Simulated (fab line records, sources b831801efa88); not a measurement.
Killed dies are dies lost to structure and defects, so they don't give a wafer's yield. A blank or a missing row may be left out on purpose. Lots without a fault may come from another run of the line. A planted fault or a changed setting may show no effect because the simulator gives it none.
Chamber matching | flow gf180mcu | GF_STI_ETCH_14 on rie_si-01: 4 sister chambers
The step etches Si in HBr/Cl2/O2, target depth 360 nm, time 102.9 s. 4 wafers are shown with their chamber, then 7 later ones without.

WAFERS WITH THEIR CHAMBER
wafer  | chamber | drypump_motor_current_A (A)
L652.6 | 1       | 4.9
L659.5 | 3       | 5.6
L663.2 | 2       | 6.6
L663.5 | 0       | 4.9

WAFERS WITHOUT THEIR CHAMBER
wafer  | drypump_motor_current_A (A)
L663.6 | 5.6
L672.1 | 4.9
L672.4 | 4.9
L672.5 | 6.6
L673.3 | 4.9
L673.4 | 4.8
L673.5 | 6.6

WHICH CHAMBER EACH WENT THROUGH
wafer  | from the rows above     | in truth
L663.6 | 3                       | 3
L672.1 | can't be placed: 0 or 1 | 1
L672.4 | can't be placed: 0 or 1 | 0
L672.5 | 2                       | 2
L673.3 | can't be placed: 0 or 1 | 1
L673.4 | can't be placed: 0 or 1 | 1
L673.5 | 2                       | 2
Placed correctly: 3 of 7. Can't be placed from these rows: 4 (the true chamber is among the candidates in 4). Placed wrongly: 0.
How it was worked out, from the rows above alone: a wafer's distance from a chamber is the root of the sum, over the readings, of the square of ((its reading less the chamber's mean) divided by the reading's scatter). The wafer belongs to the nearest chamber; if the next one is less than 2 further off, it can't be placed. A chamber's mean is the mean of its shown wafers. The scatter: with one shown wafer a chamber, the root of the mean of the squares of how far each hidden wafer lies from its nearest shown one.
